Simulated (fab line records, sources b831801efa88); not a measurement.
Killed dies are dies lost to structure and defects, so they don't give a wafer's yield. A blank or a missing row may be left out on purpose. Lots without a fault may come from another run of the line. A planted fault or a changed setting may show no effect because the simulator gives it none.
A struck lot beside a sound one | flow sky130 | 17 steps out of a route of 708
Sound: wafers L153.2, L153.3, L153.4. Struck: wafers L155.1, L155.4, L155.5. The cause comes at the end.
At each step with rows: each side's tool, then ch and its chambers, then its first start. Under that, the readings that differ: sound wafers | struck wafers | difference of the means | sigmas: that difference in standard deviations of wafers without a fault.
alike: readings whose means differ by less than 2 such deviations, and words and numbers that are the same on both sides. not compared: withheld readings, readings that some wafer has no value for, bounds like >300 that may hide the same value, and numbers for which the record gives no deviation and whose values overlap.
The two part at a step that has a row with sigmas, a row that says differs or no value, or rows on one side only. Numbers that don't overlap but have no deviation are shown without sigmas and don't part them. A reading that every wafer of one side lacks parts them only if that side has two wafers or more.

first, 2 steps without rows for these wafers: SKY_NWELL_IMPLANT_12; SKY_NWELL_IMPLANT_13.
SKY_NWELL_STRIP_14: strips in O2/N2.
  sound on plasma_asher-04 ch 0,1, day 7 15:16; struck on plasma_asher-02 ch 0,1, day 7 19:43
  alike: drypump_motor_current_A, oes_product_au, strip_time_to_endpoint_s
  not compared: rf_hours_counter_h
SKY_NWELL_TW_MEAS_15:
  sound on film_metro-02, day 7 15:22; struck on film_metro-03, day 7 19:49
  reading  | sound          | struck         | difference | sigmas
  NWELL_TW | 1855 1845 1851 | 1818 1814 1826 | -31        | -2
then, 7 steps without rows for these wafers: SKY_NWELL_DEHYDRATE_16 (time 60 s); SKY_NWELL_HMDS_17 (prime time 60 s); SKY_NWELL_COAT_18 (resist thk 3000 nm); SKY_NWELL_SOFTBAKE_19; SKY_NWELL_EXPOSE_20 (exposes mask NWM COMPLEMENT, target cd 840 nm); SKY_NWELL_PEB_21; SKY_NWELL_DEVELOP_22 (develop time 60 s).
SKY_NWELL_OVL_MEAS_23:
  sound on overlay-01, day 8 11:44; struck on overlay-02, day 8 16:40
  alike: NWELL_01_OVL
SKY_NWELL_IMPLANT_24:
  sound on implanter-04 ch 0, day 8 11:47; struck on implanter-01 ch 0, day 8 16:42
  reading       | sound                        | struck                        | difference | sigmas
  dose_ions_cm2 | 9.22e+12 9.216e+12 9.216e+12 | 9.209e+12 9.181e+12 9.195e+12 | -2.233e+10 | -2
SKY_NWELL_STRIP_25: strips in O2/N2.
  sound on plasma_asher-01 ch 0,1, day 8 11:55; struck on plasma_asher-01 ch 1, day 8 16:51
  reading                      | sound             | struck            | difference | sigmas
  strip_time_to_endpoint_s (s) | 37.08 36.94 37.08 | 36.92 36.78 36.81 | -0.20      | -2
  alike: drypump_motor_current_A, oes_product_au
  not compared: rf_hours_counter_h
SKY_NWELL_TW_MEAS_26:
  sound on film_metro-02, day 8 12:02; struck on film_metro-03, day 8 16:57
  reading    | sound       | struck      | difference | sigmas
  NWELL_2_TW | 502 503 501 | 487 490 488 | -14        | -4
then, 1 step without rows for these wafers: SKY_NWELL_CLEAN_27 (cleans in SC1/SC2, time 150 s).
-- the record jumps here: 40 days lie between the struck wafers' starts before and after (it left off in module NWELL and takes up again in module PAD_OPEN, whose first step shown is number 708 of the route) --
SKY_PAD_OPEN_PROBE_99:
  sound on prober-02, day 49 00:13; struck on prober-01, day 49 00:31
  reading                                                    | sound                         | struck                        | difference | sigmas
  model.etest.pfet_16v.r_on_ohm_um                           | 1.492e+04 1.494e+04 1.478e+04 | 1.572e+04 1.552e+04 1.587e+04 | +8.233e+02 |
  model.etest.res_pwell_under_gate.rs_ohm_sq                 | 2302 2303 2310                | 2494 2487 2492                | +186       |
  model.etest.res_pwell_under_gate.rs_ohm_sq_range           | 50.9 56.33 52.16              | 242.9 221 228.3               | +177.6     |
  model.etest.res_pwell_under_gate.rs_ohm_sq_rim_less_centre | 8.989 1.754 25.28             | -102 -70 -75.84               | -95        |
  model.etest.pfet_16v.drive_ua_um                           | 255.5 253.7 257               | 240.3 244.3 238.5             | -14.4      |
  model.etest.tip_n_5v.rs_ohm_sq_range                       | 18.64 35.31 23.49             | 36.94 47.38 35.61             | +14.16     |
  model.etest.field_n.vt_v (V)                               | 36.32 36.4 35.73              | 34 32.82 33.74                | -3         |
  alike: killed_at_M0_to_M3, killed_at_M4_up, killed_at_contacts, killed_at_front_end, killed_at_other, killed_dies, killed_open, killed_short

WHERE THEY PART
First at SKY_NWELL_TW_MEAS_15; last, within this record, at SKY_NWELL_TW_MEAS_26. Later steps at which nothing parts them and some readings are alike: SKY_PAD_OPEN_PROBE_99.

WHY: what the simulator had put in
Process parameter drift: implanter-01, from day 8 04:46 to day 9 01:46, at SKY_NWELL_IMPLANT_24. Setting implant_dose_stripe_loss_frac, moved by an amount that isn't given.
